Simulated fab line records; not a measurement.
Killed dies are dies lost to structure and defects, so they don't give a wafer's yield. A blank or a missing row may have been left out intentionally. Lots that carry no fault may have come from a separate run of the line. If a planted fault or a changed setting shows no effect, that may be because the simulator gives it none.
fab line records	flow sky130
[record] lots = 15	wafers = 45	last-day = 51
route steps=708 shown RES_PROTECT@214 LDD_P@262 LDD_LDN@301 POLY_CUT@317
lots untouched by any fault: they come from a run of this same line in which no faults occurred
start-h: hours from the record's first day to the start of the lot's first wafer shown	wait-h: hours from the lot's prior step to this one	" same as the row above	L1.1+2: a row that stands for several wafers	- no value present, or no start provided	* or withheld: withheld	< > ~ a bound
route shown NAME@n: names a module that has steps shown in the file, with the first one's number in the route	usual: mean/standard deviation of fault-free wafers	same: alike in all rows	chamber/n: place in a boat	sites: each site's reading	_std_site: their standard deviation	_edge_site: mean of outer sites minus mean of inner sites	radius-mm: how far each site lies from the wafer's centre	mask NAME#n: copy n	behind: tool/chamber where the wafer was last shaped	hold: reason for holding the lot/hours on hold/outcome of the hold	device: transistor that didn't switch, given as n, p or np	end of line: at the end of the route, the tests of the same wafers	a step given without rows: its recipe and nothing more	killed: not the wafer's yield, but the dies lost to structure and defects at the first sort	map: a wafer's dies, marking killed ones x, the rest . and places with no die _
set.NAME: the setting the step ran with; set.NAME@STEP: the setting that earlier step ran with	model.NAME: the simulator's own value behind a step, which no gauge read
steps of the route over a sample of lots; a table a step, a row a wafer
services: the hour from which a tool's chamber was out of use, counted from the record's first day as start-h (under 0 if before that day), plus the number of hours and why
[[steps]]
[step SKY_RES_PROTECT_STRIP_07]
[recipe] chemistry = O2/N2	power-w = 1400	pressure-mtorr = 1500	platen-temp-c = withheld	o2-flow-sccm = 3000	n2-flow-sccm = 300	overash-fraction = 0.5
[usual] chamber-pressure-mTorr = 1499.9/1.3	drypump-motor-current-A = 5.6/0.34	oes-product-au = 0.518/0.0046	strip-time-to-endpoint-s = 23.32/0.042
lot.wafer	tool	chamber	start-h	wait-h	chamber-pressure-mTorr	drypump-motor-current-A	oes-product-au	rf-hours-counter-h	strip-time-to-endpoint-s
L872.1	plasma-asher-04	0	329.89	0.1	1497.6	5.4	0.520	53	23.39
L872.3	"	1	"	"	1501.6	5.3	0.521	-	23.34
L872.4	"	0	"	"	1502.8	5.4	0.522	-	23.33
L873.1	plasma-asher-04	1	338.77	0.1	1499.8	5.3	0.522	54	23.35
L873.2	"	0	"	"	1499.2	5.4	0.520	54	23.31
L873.5	"	0	"	"	1498.8	5.3	0.509	-	23.26
L874.3	plasma-asher-04	1	339.70	0.1	1501.3	5.3	0.514	-	23.30
L874.4	"	0	"	"	1499.7	5.4	0.519	-	23.25
L874.6	"	0	"	"	1498.8	5.3	0.523	-	23.35
L876.1	plasma-asher-04	0	367.87	0.1	1500.0	5.3	0.514	56	23.21
L876.2	"	1	"	"	1500.7	5.3	0.520	56	23.25
L876.5	"	1	"	"	1499.3	5.3	0.529	-	23.24
L878.1	plasma-asher-02	1	382.89	0.1	1500.2	6.0	0.517	26	23.37
L878.2	"	0	"	"	1499.3	5.8	0.512	26	23.37
L878.6	"	0	"	"	1499.7	5.8	0.523	-	23.28
L879.1	plasma-asher-04	1	392.62	0.1	1501.1	5.3	0.520	59	23.27
L879.3	"	0	"	"	1501.2	5.3	0.515	-	23.28
L879.5	"	0	"	"	1501.2	5.3	0.519	-	23.27
L880.2	plasma-asher-02	1	395.49	0.1	1501.4	6.0	0.513	27	23.29
L880.5	"	0	"	"	1499.4	5.8	0.520	-	23.29
L880.6	"	1	"	"	1501.3	5.9	0.513	-	23.32
L881.2	plasma-asher-04	1	410.47	0.1	1499.2	5.3	0.521	60	23.27
L881.4	"	0	"	"	1499.9	5.3	0.519	-	23.29
L881.6	"	1	"	"	1499.3	5.3	0.513	-	23.28
L887.1	plasma-asher-04	0	465.97	0.1	1501.9	5.3	0.518	66	23.33
L887.2	"	1	"	"	1500.0	5.3	0.520	66	23.32
L887.6	"	1	"	"	1500.5	5.3	0.512	-	23.33
L888.1	plasma-asher-04	0	497.02	0.1	1500.0	5.3	0.521	70	23.29
L888.3	"	1	"	"	1500.2	5.3	0.526	-	23.28
L888.5	"	1	"	"	1498.4	5.3	0.514	-	23.31
L889.2	plasma-asher-02	1	497.62	0.1	1498.7	6.0	0.512	38	23.31
L889.3	"	1	"	"	1498.5	6.0	0.520	-	23.35
L889.4	"	0	"	"	1498.2	5.8	0.516	-	23.34
L893.2	plasma-asher-02	0	525.81	0.1	1499.0	5.8	0.512	41	23.35
L893.5	"	1	"	"	1498.7	5.9	0.521	-	23.36
L893.6	"	0	"	"	1498.8	5.8	0.526	-	23.38
L892.1	plasma-asher-02	0	530.24	0.1	1500.7	5.8	0.518	41	23.32
L892.2	"	1	"	"	1500.7	5.9	0.517	41	23.36
L892.4	"	0	"	"	1502.6	5.8	0.522	-	23.35
L894.1	plasma-asher-01	1	532.90	0.1	1502.0	5.7	0.517	84	23.34
L894.3	"	1	"	"	1499.1	5.7	0.515	-	23.31
L894.5	"	0	"	"	1500.1	6.7	0.514	-	23.36
L895.1	plasma-asher-04	0	580.79	0.1	1499.7	5.4	0.515	77	23.29
L895.2	"	1	"	"	1499.0	5.3	0.517	77	23.32
L895.4	"	1	"	"	1500.8	5.3	0.526	-	23.37
[step SKY_LDD_P_CD_MEAS_07]
[recipe] target-cd-nm = 380
[usual] cd-nm = 380.2/2.8
lot.wafer	tool	chamber	start-h	wait-h	cd-nm
L872.1	cd-sem-02	-	420.37	0.1	379.6
L872.3	"	-	"	"	380.5
L872.4	"	-	"	"	379.1
L874.3	cd-sem-01	-	430.19	0.1	380.9
L874.4	"	-	"	"	380.2
L874.6	"	-	"	"	377.5
L873.1	cd-sem-02	-	431.25	0.1	380.3
L873.2	"	-	"	"	382.7
L873.5	"	-	"	"	380.6
L876.1	cd-sem-01	-	461.75	0.1	385.0
L876.2	"	-	"	"	385.5
L876.5	"	-	"	"	385.0
L878.1	cd-sem-02	-	479.90	0.1	379.9
L878.2	"	-	"	"	380.4
L878.6	"	-	"	"	382.6
L879.1	cd-sem-02	-	492.80	0.1	382.3
L879.3	"	-	"	"	382.0
L879.5	"	-	"	"	381.6
L880.2	cd-sem-01	-	493.12	0.1	384.2
L880.5	"	-	"	"	381.4
L880.6	"	-	"	"	380.5
L881.2	cd-sem-02	-	507.79	0.1	377.6
L881.4	"	-	"	"	376.8
L881.6	"	-	"	"	375.1
L887.1	cd-sem-02	-	564.20	0.1	383.5
L887.2	"	-	"	"	382.1
L887.6	"	-	"	"	383.5
L888.1	cd-sem-02	-	591.51	0.1	376.1
L888.3	"	-	"	"	375.8
L888.5	"	-	"	"	375.9
L889.2	cd-sem-01	-	592.78	0.1	377.2
L889.3	"	-	"	"	375.7
L889.4	"	-	"	"	377.9
L893.2	cd-sem-02	-	623.84	0.1	374.5
L893.5	"	-	"	"	377.3
L893.6	"	-	"	"	377.2
L892.1	cd-sem-02	-	625.37	0.1	376.6
L892.2	"	-	"	"	379.1
L892.4	"	-	"	"	378.8
L894.1	cd-sem-02	-	626.06	0.1	383.2
L894.3	"	-	"	"	384.5
L894.5	"	-	"	"	381.8
L895.1	cd-sem-01	-	671.87	0.1	383.7
L895.2	"	-	"	"	383.7
L895.4	"	-	"	"	381.5
[step SKY_LDD_LDN_STRIP_12]
[recipe] chemistry = O2/N2	power-w = 1400	pressure-mtorr = 1500	platen-temp-c = withheld	o2-flow-sccm = 3000	n2-flow-sccm = 300	overash-fraction = 0.5
[usual] chamber-pressure-mTorr = 1499.9/1.4	drypump-motor-current-A = 5.63/0.3	oes-product-au = 0.715/0.0046	strip-time-to-endpoint-s = 14.20/0.038
lot.wafer	tool	chamber	start-h	wait-h	chamber-pressure-mTorr	drypump-motor-current-A	oes-product-au	rf-hours-counter-h	strip-time-to-endpoint-s
L872.1	plasma-asher-02	1	512.63	0.1	1500.8	5.96	0.723	39	14.20
L872.3	"	1	"	"	1499.2	5.94	0.713	-	14.18
L872.4	"	0	"	"	1499.3	5.76	0.712	-	14.19
L874.3	plasma-asher-04	0	523.51	0.1	1501.2	5.35	0.712	-	14.25
L874.4	"	1	"	"	1500.1	5.33	0.724	-	14.23
L874.6	"	0	"	"	1501.3	5.35	0.711	-	14.20
L873.1	plasma-asher-02	0	524.44	0.1	1501.3	5.74	0.719	40	14.22
L873.2	"	1	"	"	1498.1	5.96	0.719	40	14.21
L873.5	"	0	"	"	1502.4	5.74	0.709	-	14.24
L876.1	plasma-asher-02	0	555.25	0.1	1499.2	5.80	0.715	44	14.23
L876.2	"	1	"	"	1500.0	5.98	0.708	44	14.26
L876.5	"	0	"	"	1501.5	5.80	0.715	-	14.27
L878.1	plasma-asher-04	0	569.93	0.1	1500.4	5.35	0.708	76	14.23
L878.2	"	1	"	"	1499.9	5.32	0.719	76	14.27
L878.6	"	1	"	"	1498.6	5.31	0.712	-	14.24
L879.1	plasma-asher-04	0	584.35	0.1	1500.3	5.32	0.723	77	14.23
L879.3	"	0	"	"	1501.1	5.32	0.715	-	14.23
L879.5	"	1	"	"	1497.6	5.34	0.711	-	14.23
L880.2	plasma-asher-02	1	584.65	0.1	1500.9	5.96	0.716	47	14.24
L880.5	"	1	"	"	1500.5	5.95	0.714	-	14.19
L880.6	"	0	"	"	1499.3	5.80	0.715	-	14.22
L881.2	plasma-asher-02	0	597.78	0.1	1500.3	5.77	0.717	48	14.29
L881.4	"	0	"	"	1500.4	5.76	0.717	-	14.26
L881.6	"	0	"	"	1499.9	5.79	0.709	-	14.22
L887.1	plasma-asher-04	1	652.45	0.1	1498.2	5.32	0.719	84	14.20
L887.2	"	0	"	"	1502.1	5.32	0.721	84	14.21
L887.6	"	1	"	"	1500.9	5.34	0.720	-	14.17
L888.1	plasma-asher-03	1	678.70	0.1	1499.0	5.31	0.713	23	14.25
L888.3	"	0	"	"	1498.6	6.09	0.712	-	14.19
L888.5	"	1	"	"	1499.1	5.29	0.714	-	14.24
L889.2	plasma-asher-03	0	680.25	0.1	1495.7	6.04	0.711	23	14.13
L889.3	"	1	"	"	1502.6	5.29	0.721	-	14.14
L889.4	"	0	"	"	1496.1	6.01	0.715	-	14.15
L893.2	plasma-asher-04	1	711.23	0.1	1498.6	5.32	0.715	90	14.20
L893.5	"	0	"	"	1499.6	5.34	0.711	-	14.20
L893.6	"	1	"	"	1499.0	5.32	0.713	-	14.23
L892.1	plasma-asher-02	1	711.45	0.1	1500.6	5.96	0.716	59	14.16
L892.2	"	0	"	"	1498.3	5.76	0.714	59	14.14
L892.4	"	0	"	"	1499.5	5.76	0.714	-	14.19
L894.1	plasma-asher-03	1	711.98	0.1	1501.8	5.28	0.714	27	14.20
L894.3	"	1	"	"	1500.2	5.27	0.715	-	14.19
L894.5	"	0	"	"	1500.8	6.07	0.718	-	14.15
L895.1	plasma-asher-04	1	756.23	0.1	1501.2	5.34	0.715	95	14.22
L895.2	"	0	"	"	1499.7	5.34	0.717	95	14.18
L895.4	"	0	"	"	1500.2	5.34	0.713	-	14.26
[step SKY_POLY_CUT_ETCH_10]
[recipe] chemistry = N2/H2	target = BARC	ion-energy-ev = 200	source-w = 500	bias-w = 100	pressure-mtorr = 30	n2-flow-sccm = 100	h2-flow-sccm = 200	stop-on = SiO2	time-s = 45.9	target-depth-a = 600
[usual] bias-w = 100.0/0.35	chamber-pressure-mTorr = 30.003/0.029	drypump-motor-current-A = 5.5/0.36	oes-product-au = 0.856/0.0045	throttle-valve-pct = 13.225/0.0099
lot.wafer	tool	chamber	start-h	wait-h	bias-w	chamber-pressure-mTorr	drypump-motor-current-A	oes-product-au	rf-hours-counter-h	throttle-valve-pct
L872.1	rie-diel-02	1	544.57	0.0	99.4	30.004	5.2	0.862	48	13.233
L872.3	"	0	"	"	100.3	29.987	5.3	0.861	2	13.218
L872.4	"	3	"	"	100.4	29.959	6.0	0.855	1	13.229
L874.3	rie-diel-01	2	555.65	0.0	100.5	29.955	5.1	0.863	1	13.228
L874.4	"	0	"	"	100.5	29.950	5.2	0.862	-	13.226
L874.6	"	2	"	"	100.6	30.002	5.1	0.863	-	13.228
L873.1	rie-diel-02	3	556.65	0.0	99.6	29.977	6.0	0.856	1	13.233
L873.2	"	2	"	"	100.4	30.025	5.8	0.860	14	13.232
L873.5	"	3	"	"	99.6	29.982	6.0	0.861	-	13.224
L876.1	rie-diel-03	1	586.02	0.0	100.0	30.014	5.7	0.858	12	13.231
L876.2	"	2	"	"	100.3	29.967	6.0	0.856	44	13.228
L876.5	"	2	"	"	100.6	29.981	6.0	0.862	-	13.234
L878.1	rie-diel-01	3	600.70	0.0	100.3	29.974	6.0	0.853	10	13.223
L878.2	"	2	"	"	100.2	30.068	5.1	0.861	2	13.222
L878.6	"	3	"	"	100.2	30.023	5.9	0.861	-	13.212
L879.1	rie-diel-01	1	615.27	0.0	99.8	30.025	5.2	0.856	8	13.236
L879.3	"	0	"	"	99.8	29.980	5.2	0.859	8	13.208
L879.5	"	2	"	"	100.2	30.062	5.1	0.859	-	13.224
L880.2	rie-diel-03	2	617.00	0.0	100.3	30.002	6.0	0.857	44	13.217
L880.5	"	3	"	"	100.1	29.998	5.9	0.863	-	13.221
L880.6	"	1	"	"	100.2	29.995	5.7	0.856	-	13.240
L881.2	rie-diel-02	3	629.87	0.0	100.3	29.969	5.9	0.847	2	13.224
L881.4	"	3	"	"	100.1	30.065	6.0	0.851	-	13.212
L881.6	"	1	"	"	100.3	29.958	5.2	0.859	-	13.208
L887.1	rie-diel-01	3	681.65	0.0	-	-	-	-	-	-
L887.2	"	0	"	"	-	-	-	-	-	-
L887.6	"	0	"	"	-	-	-	-	-	-
L888.1	rie-diel-03	1	708.50	0.0	-	-	-	-	-	-
L888.3	"	3	"	"	-	-	-	-	-	-
L888.5	"	2	"	"	-	-	-	-	-	-
L889.2	rie-diel-01	0	710.82	0.0	-	-	-	-	-	-
L889.3	"	3	"	"	-	-	-	-	-	-
L889.4	"	1	"	"	-	-	-	-	-	-
L893.2	rie-diel-03	3	740.35	0.0	100.2	30.013	5.9	0.857	41	13.219
L893.5	"	1	"	"	100.3	30.014	5.7	0.847	-	13.225
L893.6	"	2	"	"	99.7	30.019	6.0	0.859	-	13.222
L892.1	rie-diel-02	1	741.02	0.0	100.0	29.981	5.2	0.857	0	13.230
L892.2	"	0	"	"	99.3	30.016	5.3	0.850	5	13.224
L892.4	"	2	"	"	100.2	30.001	5.8	0.854	16	13.215
L894.1	rie-diel-01	1	742.27	0.0	99.4	29.993	5.3	0.857	12	13.227
L894.3	"	2	"	"	99.8	30.017	5.1	0.848	6	13.223
L894.5	"	0	"	"	99.7	29.979	5.1	0.858	-	13.245
L895.1	rie-diel-03	2	784.12	0.0	99.4	30.046	6.0	0.861	0	13.249
L895.2	"	1	"	"	100.4	29.973	5.7	0.861	18	13.226
L895.4	"	1	"	"	100.4	29.962	5.8	0.854	-	13.231
[step SKY_POLY_CUT_ETCH_11]
[recipe] target = Si3N4	chemistry = CF4/CH2F2/Ar	stop-on = poly-Si	source-w = 600	bias-w = 150	pressure-mtorr = 40	cf4-flow-sccm = 40	ch2f2-flow-sccm = 20	Ar_flow_sccm = 150	time-s = 42.5	target-depth-a = 600
[usual] bias-w = 150.0/0.46	cf4-flow-sccm = 39.99/0.11	chamber-pressure-mTorr = 40.00/0.035	drypump-motor-current-A = 5.5/0.36	oes-product-au = 0.826/0.0064	throttle-valve-pct = 14.994/0.0091
lot.wafer	tool	chamber	start-h	wait-h	bias-w	cf4-flow-sccm	chamber-pressure-mTorr	drypump-motor-current-A	oes-product-au	rf-hours-counter-h	throttle-valve-pct
L872.1	rie-diel-02	1	544.61	0.0	150.0	39.94	40.03	5.2	0.839	48	15.004
L872.3	"	0	"	"	150.0	40.20	40.02	5.3	0.830	2	14.991
L872.4	"	3	"	"	150.1	40.06	40.05	5.9	0.835	1	15.000
L874.3	rie-diel-01	2	555.69	0.0	150.3	40.14	39.93	5.1	0.827	1	14.999
L874.4	"	0	"	"	150.1	39.95	40.00	5.2	0.822	-	15.002
L874.6	"	2	"	"	149.8	40.12	39.97	5.1	0.837	-	14.992
L873.1	rie-diel-02	3	556.69	0.0	150.0	40.06	39.97	5.9	0.827	1	14.991
L873.2	"	2	"	"	150.7	39.91	39.99	5.8	0.828	14	14.995
L873.5	"	3	"	"	150.0	40.00	39.94	6.0	0.825	-	15.001
L876.1	rie-diel-03	1	586.06	0.0	149.5	40.11	39.94	5.7	0.812	12	14.973
L876.2	"	2	"	"	150.1	39.98	40.00	6.0	0.824	44	14.998
L876.5	"	2	"	"	150.6	40.05	39.94	6.0	0.818	-	15.014
L878.1	rie-diel-01	3	600.74	0.0	149.8	39.93	40.05	6.0	0.835	10	14.991
L878.2	"	2	"	"	150.9	40.19	40.00	5.0	0.828	2	15.008
L878.6	"	3	"	"	149.4	39.81	40.01	6.0	0.822	-	14.991
L879.1	rie-diel-01	1	615.31	0.0	150.2	39.98	39.96	5.3	0.821	8	14.991
L879.3	"	0	"	"	151.2	40.04	40.03	5.1	0.831	8	14.995
L879.5	"	2	"	"	149.8	39.94	40.05	5.1	0.825	-	14.999
L880.2	rie-diel-03	2	617.04	0.0	150.3	40.10	39.99	6.0	0.825	45	14.997
L880.5	"	3	"	"	148.9	39.87	40.01	5.9	0.824	-	14.990
L880.6	"	1	"	"	149.6	39.94	40.03	5.7	0.832	-	14.987
L881.2	rie-diel-02	3	629.93	0.0	150.8	40.06	40.06	5.9	0.841	2	14.998
L881.4	"	3	"	"	150.4	39.94	39.97	6.0	0.830	-	15.008
L881.6	"	1	"	"	149.9	39.74	39.97	5.2	0.829	-	14.988
L887.1	rie-diel-01	3	681.70	0.0	150.5	40.24	39.92	6.0	0.381	12	14.959
L887.2	"	0	"	"	150.2	39.95	40.04	5.1	0.374	9	14.945
L887.6	"	0	"	"	150.0	40.02	39.93	5.1	0.369	-	14.965
L888.1	rie-diel-03	1	708.55	0.0	150.5	39.79	39.99	5.7	0.378	15	14.964
L888.3	"	3	"	"	150.0	40.00	39.96	5.9	0.378	40	14.954
L888.5	"	2	"	"	150.0	40.01	40.02	6.0	0.377	-	14.966
L889.2	rie-diel-01	0	710.86	0.0	149.9	39.94	39.99	5.2	0.384	10	14.952
L889.3	"	3	"	"	150.0	40.01	40.07	6.0	0.378	13	14.949
L889.4	"	1	"	"	150.1	40.03	39.96	5.2	0.383	11	14.961
L893.2	rie-diel-03	3	740.40	0.0	150.2	39.93	39.99	5.9	0.825	41	14.990
L893.5	"	1	"	"	149.5	39.91	40.05	5.7	0.819	-	15.003
L893.6	"	2	"	"	150.2	40.06	40.00	6.0	0.820	-	14.985
L892.1	rie-diel-02	1	741.07	0.0	149.8	40.01	39.99	5.2	0.825	0	14.982
L892.2	"	0	"	"	150.1	39.90	40.04	5.3	0.829	5	15.015
L892.4	"	2	"	"	150.2	40.19	40.06	5.9	0.825	16	14.994
L894.1	rie-diel-01	1	742.31	0.0	150.2	40.02	40.02	5.2	0.825	12	14.984
L894.3	"	2	"	"	149.7	40.03	39.98	5.1	0.825	6	14.991
L894.5	"	0	"	"	150.6	40.01	39.98	5.2	0.826	-	14.988
L895.1	rie-diel-03	2	784.17	0.0	150.4	40.05	40.05	6.0	0.838	0	14.989
L895.2	"	1	"	"	149.2	40.04	40.06	5.7	0.830	18	15.003
L895.4	"	1	"	"	149.4	40.02	39.96	5.7	0.833	-	14.988
[step SKY_POLY_CUT_STRIP_12]
[recipe] chemistry = O2/N2	power-w = 1400	pressure-mtorr = 1500	platen-temp-c = withheld	o2-flow-sccm = 3000	n2-flow-sccm = 300	overash-fraction = 0.5
[usual] chamber-pressure-mTorr = 1500.0/1.5	drypump-motor-current-A = 5.8/0.39	oes-product-au = 0.452/0.0049	strip-time-to-endpoint-s = 5.370/0.017
lot.wafer	tool	chamber	start-h	wait-h	chamber-pressure-mTorr	drypump-motor-current-A	oes-product-au	rf-hours-counter-h	strip-time-to-endpoint-s
L872.1	plasma-asher-03	0	544.66	0.0	1503.6	6.0	0.454	11	5.358
L872.3	"	1	"	"	1499.2	5.3	0.455	-	5.390
L872.4	"	0	"	"	1498.4	6.0	0.454	-	5.354
L874.3	plasma-asher-03	1	555.77	0.1	1500.6	5.3	0.453	-	5.387
L874.4	"	0	"	"	1500.2	6.1	0.453	-	5.385
L874.6	"	1	"	"	1498.5	5.3	0.460	-	5.375
L873.1	plasma-asher-03	1	556.73	0.0	1499.5	5.3	0.447	12	5.376
L873.2	"	0	"	"	1499.8	6.1	0.447	12	5.368
L873.5	"	1	"	"	1499.8	5.3	0.453	-	5.361
L876.1	plasma-asher-03	0	586.11	0.0	1500.1	6.0	0.458	15	5.368
L876.2	"	1	"	"	1498.3	5.3	0.457	15	5.387
L876.5	"	0	"	"	1499.1	6.0	0.456	-	5.374
L878.1	plasma-asher-03	0	600.79	0.0	1503.7	6.1	0.452	17	5.385
L878.2	"	1	"	"	1498.3	5.3	0.453	17	5.389
L878.6	"	0	"	"	1500.5	6.1	0.448	-	5.397
L879.1	plasma-asher-01	0	615.36	0.0	1497.9	6.7	0.449	92	5.384
L879.3	"	1	"	"	1500.1	5.6	0.467	-	5.374
L879.5	"	0	"	"	1499.5	6.7	0.452	-	5.377
L880.2	plasma-asher-03	0	617.08	0.0	1499.5	6.0	0.448	18	5.338
L880.5	"	1	"	"	1500.9	5.3	0.458	-	5.362
L880.6	"	0	"	"	1500.1	6.0	0.454	-	5.365
L881.2	plasma-asher-02	0	629.99	0.0	1500.1	5.8	0.450	51	5.373
L881.4	"	1	"	"	1499.0	5.9	0.451	-	5.393
L881.6	"	0	"	"	1496.0	5.8	0.451	-	5.393
L887.1	plasma-asher-03	0	681.74	0.0	1501.3	6.0	0.464	24	5.659
L887.2	"	1	"	"	1499.4	5.3	0.461	24	5.634
L887.6	"	0	"	"	1500.7	6.1	0.461	-	5.656
L888.1	plasma-asher-02	0	708.59	0.0	1501.5	5.8	0.463	59	5.615
L888.3	"	0	"	"	1499.0	5.7	0.467	-	5.620
L888.5	"	0	"	"	1499.8	5.7	0.464	-	5.600
L889.2	plasma-asher-03	1	710.90	0.0	1500.1	5.3	0.461	26	5.623
L889.3	"	1	"	"	1501.1	5.3	0.472	-	5.618
L889.4	"	0	"	"	1498.7	6.0	0.462	-	5.631
L893.2	plasma-asher-03	0	740.44	0.0	1500.0	6.0	0.453	30	5.374
L893.5	"	0	"	"	1497.1	6.0	0.453	-	5.365
L893.6	"	1	"	"	1500.6	5.3	0.455	-	5.384
L892.1	plasma-asher-03	0	741.11	0.0	1499.9	6.0	0.450	30	5.372
L892.2	"	1	"	"	1498.7	5.3	0.447	30	5.365
L892.4	"	0	"	"	1498.1	6.0	0.456	-	5.377
L894.1	plasma-asher-02	0	742.35	0.0	1503.0	5.8	0.451	61	5.351
L894.3	"	0	"	"	1499.4	5.8	0.456	-	5.374
L894.5	"	0	"	"	1500.7	5.8	0.449	-	5.342
L895.1	plasma-asher-02	0	784.21	0.0	1500.2	5.8	0.451	65	5.362
L895.2	"	1	"	"	1500.9	6.0	0.452	65	5.359
L895.4	"	1	"	"	1498.8	6.0	0.450	-	5.364
[[services]]
tool	chamber	start-h	hours	kind
rie-diel-01	3	312.09	5.3	repair
rie-diel-03	0	339.34	4.8	repair
rie-diel-03	-	352.61	2.8	pm
plasma-asher-02	-	365.76	0.5	repair
rie-diel-01	3	366.54	9.3	repair
rie-diel-03	0	407.09	3.6	repair
plasma-asher-03	-	421.25	9.0	pm
plasma-asher-04	-	425.99	0.6	repair
rie-diel-03	2	447.76	11.5	repair
plasma-asher-03	-	477.49	1.9	repair
rie-diel-01	3	483.23	24.2	repair
rie-diel-03	1	489.10	4.3	repair
plasma-asher-04	-	518.61	0.8	repair
plasma-asher-04	-	535.12	7.9	repair
rie-diel-01	3	544.56	11.5	repair
plasma-asher-02	-	563.80	0.5	repair
plasma-asher-02	-	619.10	2.8	pm
plasma-asher-02	-	626.37	1.7	repair
plasma-asher-03	-	663.50	14.6	pm
rie-diel-01	1	683.75	8.1	repair
plasma-asher-04	-	731.44	1.1	repair
plasma-asher-02	-	734.81	6.5	pm
rie-diel-01	2	757.74	1.7	repair
plasma-asher-04	-	779.03	14.6	pm
[[key]]
[first-sign] step = SKY_POLY_CUT_ETCH_10	reading = tool-record	direction = missing
[effect] step = SKY_POLY_CUT_ETCH_11	reading = oes-product-au	direction = down	sigmas = 70	usual = 0.826	struck = 0.378
[effect] step = SKY_POLY_CUT_STRIP_12	reading = strip-time-to-endpoint-s	direction = up	sigmas = 15	usual = *	struck = *
met-at SKY_POLY_CUT_ETCH_10
struck-lots L887,L888,L889
later-rows-left-out L887.1,L887.2,L887.6,L888.1,L888.3,L888.5,L889.2,L889.3,L889.4
sort-left-out L887.1,L887.2,L887.6,L888.1,L888.3,L888.5,L889.2,L889.3,L889.4
tester-left-out L887,L888,L889
not-acting-at SKY_RES_PROTECT_STRIP_07,SKY_LDD_P_CD_MEAS_07,SKY_LDD_LDN_STRIP_12
onset-between 617.00 681.65
[fault] kind = skipped-step-whole	tool = rie-diel-01,rie-diel-03	chamber = -	onset-h = 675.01	steps = SKY_POLY_CUT_ETCH_10	scope = struck-lots-only
// tester-left-out: of these lots the tester's yield and bins aren't shown, on N5 and GAA mostly nor the transistor test; their killed dies are dies lost to structure and defects alone, not to doping, threshold or leakage, so they don't give the yield
// sort-left-out: the simulated sort isn't trusted on such a fault, so these wafers' sort isn't shown, and their yield isn't known
// later-rows-left-out: the simulator's readings of these wafers behind a module that went badly wrong aren't trusted and aren't shown, but for the sort
